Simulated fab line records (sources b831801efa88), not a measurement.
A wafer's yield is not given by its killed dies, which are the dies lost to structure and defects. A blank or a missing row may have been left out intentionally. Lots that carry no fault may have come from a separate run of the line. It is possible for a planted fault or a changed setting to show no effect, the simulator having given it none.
Code-filled problem report in 8D (eight disciplines) form    flow sfqLine    the parts of the form that need people (team, actions taken, sign-off) are left out

== 1. WHAT WENT WRONG ==
A mean of 561.26 W is read at SFQ_TRILAYER_JJ_TRILAYER_DEP_SPUTTER_110 for cathodeDcPowerW, taken on 1 wafer of 1 lot, against 500.00 W (standard deviation 0.096) on wafers free of any fault. That is +99 or more standard deviations from the usual mean.
The step: material Al, target thk 8 nm, time 10.16 s.
First observed at day 54 19:22: wafer L936.4, on pvdSputter-03. Wafers with a number at this step in the record: 15, from 5 lots. By rule, "out" or "out of limits" means more than 4 standard deviations away from the usual mean. The rest of the wafers with a number are treated as sound.

== 2. WHAT IT IS, AND WHAT IT ISN'T ==
question                     is                 is not
which readings at this step  cathodeDcPowerW    chamberPressurePa, throttleValvePct
which lots                   L936               L925, L926, L942, L944
which wafers of those lots   L936.4             L936.1, L936.5
read on which tools          pvdSputter-03      pvdSputter-06
when                         from day 54 19:22  up to then (8 sound wafers); but 6 sound wafers of L942, L944 came after

== 3. WHAT RULES OUT EACH SUSPECT ==
Counting: a tool at a process step up to the reading stays a suspect if it ran every lot that is out. Sound lots after the first of them don't rule it out here, since some wafers of a struck lot are sound.
- rieDiel-04 at SFQ_TRILAYER_I4_VIA_BARC_OPEN_VIA_ETCH_146 (etches BARC in O2, target depth 125 nm, time 41.7 s): kept. It ran the lot that is out, L936 (day 54 18:20); its last sound lot up to then is L926 (day 46 18:09).
- rieDiel-04 at SFQ_TRILAYER_I4_VIA_ETCH_VIA_ETCH_106 (etches SiO2 in CHF3, stops on Nb, target depth 260 nm): kept. It ran the lot that is out, L936 (day 54 18:22); its last sound lot up to then is L926 (day 46 18:11).
- rieMetal-04 at SFQ_TRILAYER_I4_VIA_STRIP_STRIP_107 (strips in O2): kept. It ran the lot that is out, L936 (day 54 18:29); its last sound lot up to then is L926 (day 46 18:18).
- pvdSputter-03 at SFQ_TRILAYER_JJ_TRILAYER_DEP_SPUTTER_109 (material Nb, target thk 150 nm, time 100 s): kept. It ran the lot that is out, L936 (day 54 19:17); its last sound lot up to then is L926 (day 46 19:07).
- pvdSputter-03 at SFQ_TRILAYER_JJ_TRILAYER_DEP_SPUTTER_110 (material Al, target thk 8 nm, time 10.16 s): kept. It ran the lot that is out, L936 (day 54 19:22); its last sound lot up to then is L926 (day 46 19:11). Its own readings are out on those wafers: cathodeDcPowerW.
- Within rieDiel-04 at SFQ_TRILAYER_I4_VIA_BARC_OPEN_VIA_ETCH_146: the wafers that are out ran in chamber 3; their sound lot-mates ran in chamber 1.
- Within rieDiel-04 at SFQ_TRILAYER_I4_VIA_ETCH_VIA_ETCH_106: the wafers that are out ran in chamber 3; their sound lot-mates ran in chamber 1.
Left after counting: rieDiel-04 at SFQ_TRILAYER_I4_VIA_BARC_OPEN_VIA_ETCH_146, rieDiel-04 at SFQ_TRILAYER_I4_VIA_ETCH_VIA_ETCH_106, rieMetal-04 at SFQ_TRILAYER_I4_VIA_STRIP_STRIP_107, pvdSputter-03 at SFQ_TRILAYER_JJ_TRILAYER_DEP_SPUTTER_109, pvdSputter-03 at SFQ_TRILAYER_JJ_TRILAYER_DEP_SPUTTER_110.

== 4. THE CAUSE (what the simulator had put in) ==
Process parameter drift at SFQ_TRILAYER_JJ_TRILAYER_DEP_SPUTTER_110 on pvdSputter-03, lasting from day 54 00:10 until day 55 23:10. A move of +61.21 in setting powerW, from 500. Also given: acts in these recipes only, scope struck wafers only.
This tool is one of the 5 suspects left after counting.

== 5. THE CHAIN OF EFFECTS, in route order ==
Each row: a reading whose mean over the struck wafers that have a number lies more than 3 standard deviations from the usual. Readings are gone through only where the record gives a usual standard deviation; hours: the median, over the lots, of the time from a lot's start at the first step in this table giving one to that lot's start at this step; sigmas: the change measured in usual standard deviations.
hours  step                                      reading          usual     on struck wafers  change  sigmas
0      SFQ_TRILAYER_JJ_TRILAYER_DEP_SPUTTER_110  cathodeDcPowerW  500.00 W  561.26            +61.26  +99 or more
Its process steps:
- SFQ_TRILAYER_JJ_TRILAYER_DEP_SPUTTER_110: material Al, target thk 8 nm, time 10.16 s.

== 6. WHAT WOULD HAVE CAUGHT IT SOONER ==
First out-of-limits reading in this record: day 54 19:22, which is 19 hours after fault onset at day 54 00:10.
